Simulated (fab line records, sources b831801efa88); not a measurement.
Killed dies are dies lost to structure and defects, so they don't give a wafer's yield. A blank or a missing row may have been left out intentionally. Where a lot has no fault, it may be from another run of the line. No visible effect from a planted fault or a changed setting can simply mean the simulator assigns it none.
Which tool was responsible? ; flow gf180mcu ; Sampling: 13 lots, 39 wafers, 3 of 602 route steps

## WHAT THE GAUGES SHOWED, per wafer
GF_M2_OVL_MEAS_15.
lot;measured;on;M2_OVL (nm)
L353;day 19 10:16;overlay-02;5 -2 2
L354;day 20 04:21;overlay-01;-1 -6 -7
L355;day 20 10:35;overlay-01;-2 7 3
L360;day 22 03:20;overlay-01;2 8 11
L364;day 23 17:26;overlay-02;2 -3 3
L367;day 24 19:04;overlay-02;4 4 -1
L368;day 25 01:54;overlay-02;4 2 2
L370;day 25 16:29;overlay-02;-7 -15 -14
L371;day 25 19:07;overlay-01;-4 -7 -7
L372;day 26 09:05;overlay-01;-4 -7 -5
L373;day 26 10:56;overlay-02;10 10 8
L374;day 26 19:05;overlay-01;1 8 1
L375;day 27 06:05;overlay-01;-8 -7 -1

## TOOL THAT RAN EACH LOT (tool first, then ch and the chambers of the sampled wafers, then the start)
lot;GF_POLY_GATE_CVD_00;GF_HV_LDD_STRIP_10
L353;lpcvd-01 ch 0, day 8 17:44;plasma-asher-02 ch 0,1, day 10 06:55
L354;lpcvd-01 ch 1, day 9 02:35;plasma-asher-02 ch 0,1, day 10 18:17
L355;lpcvd-02 ch 1, day 9 09:11;plasma-asher-02 ch 0,1, day 11 00:49
L360;lpcvd-02 ch 0, day 10 14:38;plasma-asher-02 ch 0,1, day 12 08:22
L364;lpcvd-01 ch 1, day 11 23:49;plasma-asher-04 ch 0,1, day 13 17:21
L367;lpcvd-02 ch 1, day 12 19:51;plasma-asher-04 ch 0,1, day 14 16:51
L368;lpcvd-02 ch 1, day 13 04:05;plasma-asher-02 ch 0,1, day 15 00:27
L370;lpcvd-02 ch 0, day 13 16:21;plasma-asher-04 ch 0,1, day 15 15:31
L371;lpcvd-02 ch 0, day 13 22:58;plasma-asher-02 ch 0,1, day 15 20:51
L372;lpcvd-02 ch 1, day 14 07:58;plasma-asher-04 ch 0,1, day 16 08:44
L373;lpcvd-01 ch 0, day 14 12:40;plasma-asher-04 ch 0,1, day 16 12:28
L374;lpcvd-01 ch 0, day 14 20:49;plasma-asher-04 ch 0,1, day 16 21:06
L375;lpcvd-01 ch 0, day 14 23:43;plasma-asher-01 ch 0,1, day 16 23:07
- GF_POLY_GATE_CVD_00: deposits poly-Si, target thk 200 nm, time 1200 s.
- GF_HV_LDD_STRIP_10: strips in O2/N2.

## AS READ BY THE TOOLS THEMSELVES (means over the sampled wafers that have a number; for cases with no such wafer, the mark the record gives instead)
GF_POLY_GATE_CVD_00.
lot;tool;spike-tc-bottom-C (C);spike-tc-centre-C (C);spike-tc-lower-C (C);zone-power-bottom-pct (%);zone-power-centre-pct (%);zone-power-lower-pct (%)
L353;lpcvd-01;643.4;621.9;618.3;13.4;10.8;6.9
L354;lpcvd-01;643.8;622.1;618.9;13.0;9.3;8.4
L355;lpcvd-02;640.2;618.4;619.5;13.8;10.7;9.3
L360;lpcvd-02;638.9;620.8;620.9;14.7;9.1;7.9
L364;lpcvd-01;631.4;613.3;682.0;8.7;4.1;19.3
L367;lpcvd-02;640.2;617.9;619.0;13.7;10.7;9.3
L368;lpcvd-02;639.4;619.1;619.7;13.7;10.7;9.2
L370;lpcvd-02;638.1;620.1;620.6;14.7;9.1;7.8
L371;lpcvd-02;638.8;620.3;619.7;14.9;9.1;7.8
L372;lpcvd-02;638.7;617.5;620.7;13.6;10.6;9.3
L373;lpcvd-01;644.4;621.4;619.1;13.4;10.8;6.9
L374;lpcvd-01;644.6;621.4;618.3;13.5;10.7;6.9
L375;lpcvd-01;645.4;621.0;618.7;13.5;10.7;7.0

GF_HV_LDD_STRIP_10.
lot;tool;drypump-motor-current-A (A);heater-power-w (W);oes-product-au (a.u.);strip-time-to-endpoint-s (s)
L353;plasma-asher-02;5.71;298;0.712;12.660
L354;plasma-asher-02;5.67;309;0.710;12.629
L355;plasma-asher-02;5.67;308;0.719;12.635
L360;plasma-asher-02;5.72;296;0.720;12.628
L364;plasma-asher-04;6.08;326;0.719;12.572
L367;plasma-asher-04;6.05;335;0.717;12.636
L368;plasma-asher-02;5.68;306;0.717;12.611
L370;plasma-asher-04;6.08;325;0.716;12.618
L371;plasma-asher-02;5.71;295;0.719;12.627
L372;plasma-asher-04;6.09;329;0.715;12.609
L373;plasma-asher-04;6.07;325;0.714;12.666
L374;plasma-asher-04;6.08;332;0.714;12.637
L375;plasma-asher-01;5.69;324;0.716;12.614

## THE ANSWER, worked out from the rows above alone
Rule: what is usual is taken from the lots themselves. Put in order of their means at a reading, lots are off if they are a third of the lots or fewer, leave a main group of 4 or more, and stand apart from it by a gap of 3 or more times the standard deviation of the main group's means; of several such gaps the widest counts. A main group is skipped when, at the precision printed for the reading in the tables above, its means are all equal. Also off: a lot with no number at a reading for which 4 or more lots have one. Any other lot the step has rows for is counted as sound. Order of review: gauges by route order, followed by the tools' own readings, for which a lot's mean as printed above is used. The first step at which some lot is off is used, and at that step the reading that is off furthest; a lot without a number counts as furthest.
Off: L364 (GF_POLY_GATE_CVD_00, spike-tc-lower-C). The main group: mean 619.5 C, standard deviation 0.86.
A tool fits if, at that step or a process step before it, it ran every lot that is off, and no sound lot after the first of them. None of those tried fits.

## WHAT WAS PUT IN BY THE SIMULATOR
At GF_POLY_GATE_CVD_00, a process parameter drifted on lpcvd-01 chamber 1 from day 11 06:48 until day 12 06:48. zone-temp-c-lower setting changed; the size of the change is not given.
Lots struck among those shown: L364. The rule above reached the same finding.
